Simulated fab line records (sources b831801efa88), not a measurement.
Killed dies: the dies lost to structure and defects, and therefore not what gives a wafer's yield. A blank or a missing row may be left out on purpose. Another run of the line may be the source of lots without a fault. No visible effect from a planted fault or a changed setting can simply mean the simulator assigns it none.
A struck lot beside a sound one | flow gf180mcu | 17 steps out of a route of 602
Sound: the wafers L117.3, L117.5, L117.6. Struck: wafer L125.5 (L125.2, L125.3, from the same lot, were not struck and are left out); the cause is given at the end.
Order at every step that has rows: each side's tool, ch and its chambers, its first start. Under that, the readings that differ: sound wafers | struck wafers | difference of the means | sigmas: that difference in standard deviations of wafers without a fault.
alike: same words and numbers on both sides, and readings whose means sit less than 2 such deviations apart. not compared: any withheld reading, any reading some wafer has no value for, any bound like >300 that may hide the same value, and any number with overlapping values for which the record gives no deviation.
The two part at a step that has a row with sigmas, a row that says differs or no value, or rows on one side only. Numbers that have no deviation but don't overlap get no sigmas and don't part them. A reading that every wafer of one side lacks parts them only if that side has two wafers or more.

first, 1 step without rows for these wafers: GF_STI_DEVELOP_11 (develop time 60 s).
GF_STI_CD_MEAS_12: target cd 220 nm.
  sound: cdSem-01 at day 4 13:52; struck: cdSem-02 at day 6 06:27
  alike: cdNm
GF_STI_ETCH_13: etches the open film in CHF3/O2, stops on Si, target depth 282.31 nm, time 112.9 s.
  sound on rieDiel-03 ch 2,3, day 4 13:56; struck on rieDiel-04 ch 1, day 6 06:33
  alike: drypumpMotorCurrentA, oesProductAu, throttleValvePct
  not compared: rfHoursCounterH
GF_STI_ETCH_14: etches Si in HBr/Cl2/O2, target depth 360 nm, time 102.9 s.
  sound on rieSi-01 ch 1,2,3, day 4 14:01; struck on rieSi-01 ch 1, day 6 06:38
  alike: HBr_flow_sccm, drypumpMotorCurrentA, oesProductAu, throttleValvePct
  not compared: rfHoursCounterH
GF_STI_STRIP_15: strips in O2/N2.
  sound on plasmaAsher-02 ch 0,1, day 4 14:08; struck on plasmaAsher-02 ch 1, day 6 06:42
reading                  | sound          | struck | difference | sigmas
stripTimeToEndpointS (s) | 3.81 3.88 3.74 | 3.69   | -0.12      | -2
  alike: drypumpMotorCurrentA, heaterPowerW, o2FlowSccm, oesProductAu, platenTempC
  not compared: rfHoursCounterH
then, 6 steps without rows for these wafers: GF_STI_CLEAN_16 (cleans in dHF, time 25 s); GF_STI_WET_ETCH_17 (etches Si3N4 in H3PO4, target depth 45 nm, time 514 s); GF_STI_CLEAN_18 (cleans in SC1/SC2, time 150 s); GF_STI_CLEAN_19 (cleans in dHF, time 20 s); GF_STI_WET_ETCH_20 (etches SiO2 in dHF, target depth 20 nm, time 400 s); GF_STI_OXIDATION_21 (stabilise 600 s, purge 300 s, target thk 15 nm).
GF_STI_THK_MEAS_22:
  sound: filmMetro-04 at day 4 16:23; struck: filmMetro-02 at day 6 08:29
  alike: STI_OXIDATION_01_THK
GF_STI_CVD_23: deposits SiO2, target thk 650 nm, time 108.3 s.
  sound on hdpcvd-01 ch 1,2, day 4 16:25; struck on hdpcvd-01 ch 2, day 6 08:32
reading                             | sound             | struck | difference | sigmas
model.SiO2_of_STI_CVD_23.thkNm (nm) | 654.6 658.7 658.7 | 1169   | +512       | 
GF_STI_THK_MEAS_24:
  sound: filmMetro-03 at day 4 16:31; struck: filmMetro-02 at day 6 08:51
reading             | sound       | struck | difference | sigmas
STI_CVD_23_THK (nm) | 654 659 659 | 1170   | +513       | +92
  not compared: hold
GF_STI_CMP_25: polishes, stops on Si3N4, t overpolish 33 s, target thk 524.6 nm.
  sound on cmp-01 ch 0,1, day 4 16:34; struck on cmp-02 ch 0, day 6 12:14
reading             | sound       | struck                  | difference                   | sigmas
hold                | - - -       | awaitDispo/2.7h/release | no value on the sound wafers | 
timeToEndpointS (s) | 120 117 120 | 227                     | +108                         | +25
  alike: motorCurrentA
then, 2 steps without rows for these wafers: GF_STI_WET_ETCH_26 (etches SiO2 in dHF, target depth 94 nm, time 188 s); GF_PASSIVATION_PROBE_99.

## WHERE THEY PART
At GF_STI_STRIP_15 first; at GF_STI_CMP_25 last (within this record only).

WHY: the cause the simulator had injected
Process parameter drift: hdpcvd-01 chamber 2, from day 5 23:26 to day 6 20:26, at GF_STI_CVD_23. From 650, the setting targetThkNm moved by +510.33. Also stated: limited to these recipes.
